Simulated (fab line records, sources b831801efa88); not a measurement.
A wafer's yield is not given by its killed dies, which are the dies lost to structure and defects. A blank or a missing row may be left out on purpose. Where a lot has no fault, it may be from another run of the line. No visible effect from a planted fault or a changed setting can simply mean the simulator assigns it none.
Problem report, 8D (eight disciplines) form, completed by code ; flow gf180mcu ; the parts of the form that need people (team, actions taken, sign-off) are left out

## 1. THE PROBLEM
Mean of stripTimeToEndpointS at GF_M4_STRIP_17: 7.07 s across 6 wafers in 2 lots; on wafers with no fault it is 7.39 s (standard deviation 0.044). Relative to the usual mean, that is a shift of -7.3 standard deviations.
The step: strips in O2/N2.
The first sign was on wafer L609.3 at day 26 00:40, on plasmaAsher-03. At this step, 36 wafers from 12 lots have a number in the record. Rule for "out", or "out of limits": more than 4 standard deviations from the usual mean. The rest of the wafers with a number are treated as sound.

## 2. WHAT IT IS, WHAT IT ISN'T
question;is;is not
which readings at this step;stripTimeToEndpointS;drypumpMotorCurrentA, heaterPowerW, n2FlowSccm
which lots;L609, L613;L602, L603, L614, L616, L617, L620, L622, L623, L624, L625
which wafers of those lots;all that have a number;-
read on which tools;plasmaAsher-01, plasmaAsher-03;plasmaAsher-04
when;from day 26 00:40;"up to then (6 sound wafers); but 24 sound wafers of L614, L616, L617, L620, L622, L623, L624, L625 came after"

## 3. THE SUSPECTS, EACH WITH WHAT RULES IT OUT
Counting: any tool at a process step up to the reading is kept as a suspect provided that every lot that is out went through it and no sound lot did after the first of them.
- lithoTrack-01 at GF_M4_COAT_09 (resist thk 1000 nm): ruled out as a lasting fault. Sound lots L622, L625 ran on it after its first lot that is out, L609 (day 25 14:17).
Left after counting: nothing in the record.

## 4. THE CAUSE (what the simulator had put in)
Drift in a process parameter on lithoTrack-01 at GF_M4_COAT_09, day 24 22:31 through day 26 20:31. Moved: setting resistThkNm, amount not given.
Counting ruled it out, wrongly: the rule takes a fault to strike every lot that its tool runs from its start on, and this one did not.

## 5. THE CHAIN OF EFFECTS, in route order
Rows list readings where the struck wafers' mean (over those with a number) sits beyond 3 standard deviations from the usual. Only readings whose record carries a usual standard deviation are examined. hours: median over the lots of the time between each lot's start at the first step of this table that gives one and its start at this step. sigmas: the change, counted in usual standard deviations.
hours;step;reading;usual;on struck wafers;change;sigmas
0;GF_M4_STRIP_17;stripTimeToEndpointS;7.39 s;7.07;-0.32;-7.3
Process steps it contains:
- GF_M4_STRIP_17: strips in O2/N2.

## 6. WHAT WOULD HAVE CAUGHT IT SOONER
26 hours passed between the start of the fault at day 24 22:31 and the first reading out of limits in this record, taken at day 26 00:40.
